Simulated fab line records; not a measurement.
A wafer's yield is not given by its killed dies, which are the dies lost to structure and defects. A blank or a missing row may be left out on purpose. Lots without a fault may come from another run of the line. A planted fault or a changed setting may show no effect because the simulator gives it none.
A single fault, viewed from 2 desks || flow sky130 || numbers are kept per desk, each desk with only its own; the story behind them comes last

== FROM THE METROLOGY DESK ==
Means of the sampled wafers that have a number, per lot and without regard to the tool the lot ran on: this is what the gauges read. If a lot's mean is further than 4 standard deviations from the usual mean, the lot is out of limits and carries the mark OUT (the distance appears in the brackets). Of its 8 readings 7 are shown: those that lie furthest out on some lot.
Columns: A = LDD_P_OVL at SKY_LDD_P_OVL_MEAS_08, usual -0.4 nm; B = LDD_P_TW at SKY_LDD_P_TW_MEAS_11, usual 637; C = LDD_HVN_OVL at SKY_LDD_HVN_OVL_MEAS_07, usual -1.2 nm; D = LDD_HVN_TW at SKY_LDD_HVN_TW_MEAS_10, usual 1436; E = LDD_HVP_TW at SKY_LDD_HVP_TW_MEAS_10, usual 456; F = LDD_LDN_OVL at SKY_LDD_LDN_OVL_MEAS_07, usual 0.0 nm; G = LDD_LDN_TW at SKY_LDD_LDN_TW_MEAS_13, usual 1478
{"lot": "L252", "first seen here": "day 19 22:55", "A": 2.0, "B": 635, "C": -1.9, "D": 1426, "E": 459, "F": -2.3, "G": 1477}
{"lot": "L254", "first seen here": "day 21 13:02", "A": -0.0, "B": 640, "C": 0.3, "D": 1445, "E": 451, "F": 0.2, "G": 1482}
{"lot": "L258", "first seen here": "day 22 14:11", "A": -0.8, "B": 641, "C": -1.9, "D": 1420, "E": 455, "F": 0.8, "G": 1482}
{"lot": "L267", "first seen here": "day 25 23:32", "A": -2.8, "B": 636, "C": -0.3, "D": 1464, "E": 460, "F": -0.7, "G": 1484}
{"lot": "L271", "first seen here": "day 27 06:23", "A": -1.3, "B": 640, "C": -0.2, "D": 1444, "E": 457, "F": 0.6, "G": 1491}
{"lot": "L273", "first seen here": "day 27 20:58", "A": 1.5, "B": 634, "C": -1.7, "D": 1439, "E": 451, "F": 0.0, "G": 1479}
This desk found nothing out of limits on any of the 6 lots.

== TOOL OWNER'S DESK, implanter-01 ==
The tool's own readings at SKY_LDD_HVN_IMPLANT_08: means of the sampled wafers that have a number, for each lot that ran on this tool. If a lot's mean is further than 4 standard deviations from the usual mean, the lot is out of limits and carries the mark OUT (the distance appears in the brackets).
Columns: A = beam energy keV at SKY_LDD_HVN_IMPLANT_08, usual 60.000
{"lot": "L252", "first seen here": "day 21 05:47", "A": 60.010}
{"lot": "L254", "first seen here": "day 22 19:58", "A": 60.013}
{"lot": "L258", "first seen here": "day 23 21:08", "A": 59.997}
{"lot": "L267", "first seen here": "day 27 05:23", "A": 59.998}
This desk found nothing out of limits on any of the 4 lots.

== BROUGHT TOGETHER ==
Nothing out of limits was seen by the metrology desk.
The tool owner's desk saw nothing out of limits.

== WHAT THE SIMULATOR PUT IN ==
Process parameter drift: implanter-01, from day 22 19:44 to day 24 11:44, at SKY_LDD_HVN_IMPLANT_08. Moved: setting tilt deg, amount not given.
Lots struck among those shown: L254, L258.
